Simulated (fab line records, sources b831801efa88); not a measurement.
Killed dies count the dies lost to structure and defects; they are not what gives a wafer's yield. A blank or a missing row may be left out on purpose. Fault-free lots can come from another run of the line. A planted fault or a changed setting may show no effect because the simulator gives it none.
A struck lot beside a sound one ; flow sky130 ; 17 out of 708 route steps
Sound: wafers L523.3, L523.4, L523.5. The struck wafers were L535.3, L535.4, L535.5. The cause comes at the end.
For every step that has rows: the tool of each side, followed by ch and its chambers, followed by its first start. Under that, the readings that differ: sound wafers ; struck wafers ; difference of the means ; sigmas: that difference in standard deviations of wafers without a fault.
alike: same words and numbers on both sides, and readings whose means sit less than 2 such deviations apart. not compared: any withheld reading, any reading some wafer has no value for, any bound like >300 that may hide the same value, and any number with overlapping values for which the record gives no deviation.
Wherever a step has rows on one side only, a row that says differs or no value, or a row with sigmas, the two part there. Numbers that don't overlap but have no deviation are shown without sigmas and don't part them. A reading that every wafer of one side lacks parts them only if that side has two wafers or more.

first, 7 steps without rows for these wafers: SKY_LDD_N_IMPLANT_09; SKY_LDD_N_IMPLANT_10; SKY_LDD_N_IMPLANT_11; SKY_LDD_N_IMPLANT_12; SKY_LDD_N_IMPLANT_13; SKY_LDD_N_IMPLANT_14; SKY_LDD_N_IMPLANT_15.
SKY_LDD_N_STRIP_16: strips in O2/N2.
  sound on plasma-asher-01 ch 0,1, day 19 15:09; struck on plasma-asher-04 ch 0,1, day 24 11:16
  alike: drypump-motor-current-A, oes-product-au, strip-time-to-endpoint-s
  not compared: rf-hours-counter-h
SKY_LDD_N_TW_MEAS_17:
  sound: film-metro-02 at day 19 15:14; struck: film-metro-01 at day 24 11:22
reading;sound;struck;difference;sigmas
LDD_N_TW;2559 2569 2587;2528 2513 2523;-50;-2
then, 3 steps without rows for these wafers: SKY_LDD_P_DEHYDRATE_00 (time 60 s); SKY_LDD_P_HMDS_01 (prime time 60 s); SKY_LDD_P_COAT_02 (resist thk 1140 nm).
SKY_LDD_P_SOFTBAKE_03: time 60 s.
  sound on litho-track-02 ch 0, day 20 06:24; struck on litho-track-01 ch 0, day 25 02:56
reading;sound;struck;difference;sigmas
heater-power-total-W (W);56.57 56.60 56.58;53.97 54.05 54.02;-2.57;-60
plate-temp-C (C);90.06 89.87 89.85;86.88 87.05 87.09;-2.92;-22
then, 2 steps without rows for these wafers: SKY_LDD_P_EXPOSE_04 (exposes mask PSDM, target cd 380 nm); SKY_LDD_P_PEB_05.
SKY_LDD_P_DEVELOP_06: develop time 60 s.
  sound on litho-track-03 ch 0, day 20 21:14; struck on litho-track-03 ch 0, day 25 16:38
reading;sound;struck;difference;sigmas
model.NOVOLAK_of_LDD_P_COAT_02.thk-nm (nm);1135 1139 1137;1146 1147 1147;+10;
SKY_LDD_P_CD_MEAS_07: target cd 380 nm.
  sound: cd-sem-02 at day 20 21:22; struck: cd-sem-02 at day 25 16:46
reading;sound;struck;difference;sigmas
cd-nm (nm);377 376 375;385 383 381;+7;+2

== WHERE THEY PART ==
First at SKY_LDD_N_TW_MEAS_17; last, within this record, at SKY_LDD_P_CD_MEAS_07.

WHY: what had been put in by the simulator
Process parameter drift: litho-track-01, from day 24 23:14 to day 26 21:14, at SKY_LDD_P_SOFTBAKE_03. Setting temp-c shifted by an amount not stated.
